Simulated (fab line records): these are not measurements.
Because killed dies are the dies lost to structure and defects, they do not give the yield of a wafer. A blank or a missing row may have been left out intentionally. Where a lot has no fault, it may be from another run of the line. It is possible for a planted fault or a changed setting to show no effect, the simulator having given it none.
Which tool is to blame? :: flow sky130 :: 36 wafers sampled from 12 lots at 1 step of a route of 708

WHAT EACH GAUGE READ, for each wafer
SKY_SONOS_ONO_THK_MEAS_05.
lot: L075
measured: day 11 23:53
on: filmMetro-01
SONOS_ONO_CVD_04_THK (nm): 5.94 5.82 5.90

lot: L077
measured: day 12 14:11
on: filmMetro-03
SONOS_ONO_CVD_04_THK (nm): 5.69 5.84 5.79

lot: L079
measured: day 13 10:14
on: filmMetro-01
SONOS_ONO_CVD_04_THK (nm): 5.69 5.58 5.69

lot: L081
measured: day 14 19:05
on: filmMetro-03
SONOS_ONO_CVD_04_THK (nm): 5.90 5.70 5.78

lot: L083
measured: day 14 19:07
on: filmMetro-01
SONOS_ONO_CVD_04_THK (nm): 5.79 5.66 5.81

lot: L085
measured: day 15 10:59
on: filmMetro-02
SONOS_ONO_CVD_04_THK (nm): 5.72 5.78 5.78

lot: L087
measured: day 15 19:30
on: filmMetro-02
SONOS_ONO_CVD_04_THK (nm): 5.74 5.77 5.79

lot: L089
measured: day 16 08:58
on: filmMetro-01
SONOS_ONO_CVD_04_THK (nm): 5.57 5.79 5.60

lot: L091
measured: day 17 03:56
on: filmMetro-02
SONOS_ONO_CVD_04_THK (nm): 5.58 5.62 5.63

lot: L093
measured: day 17 20:10
on: filmMetro-01
SONOS_ONO_CVD_04_THK (nm): 5.62 5.65 5.60

lot: L095
measured: day 18 12:32
on: filmMetro-01
SONOS_ONO_CVD_04_THK (nm): 5.83 5.86 5.83

lot: L097
measured: day 19 05:05
on: filmMetro-03
SONOS_ONO_CVD_04_THK (nm): 5.59 5.62 5.59

EACH LOT AND THE TOOL THAT RAN IT (in order: tool; ch and the chambers of the sampled wafers; start)
There is no process step in the record ahead of these readings.

THE ANSWER, worked out from the rows above alone
Rule: the usual values come from the lots themselves. The widest of any qualifying gaps counts: lots, ordered by their means at a reading, are off when they make up no more than a third of the lots, leave a main group of 4 or more, and stand apart from it by 3 or more times the standard deviation of that group's means. If all means in a main group match to the digits the tables above print for the reading, that group is not used. Also off: a lot with no number at a reading for which 4 or more lots have one. All remaining lots with rows at the step are treated as sound.
Nothing can be told from this: no lot is off at any reading shown.

WHAT THE SIMULATOR PUT IN
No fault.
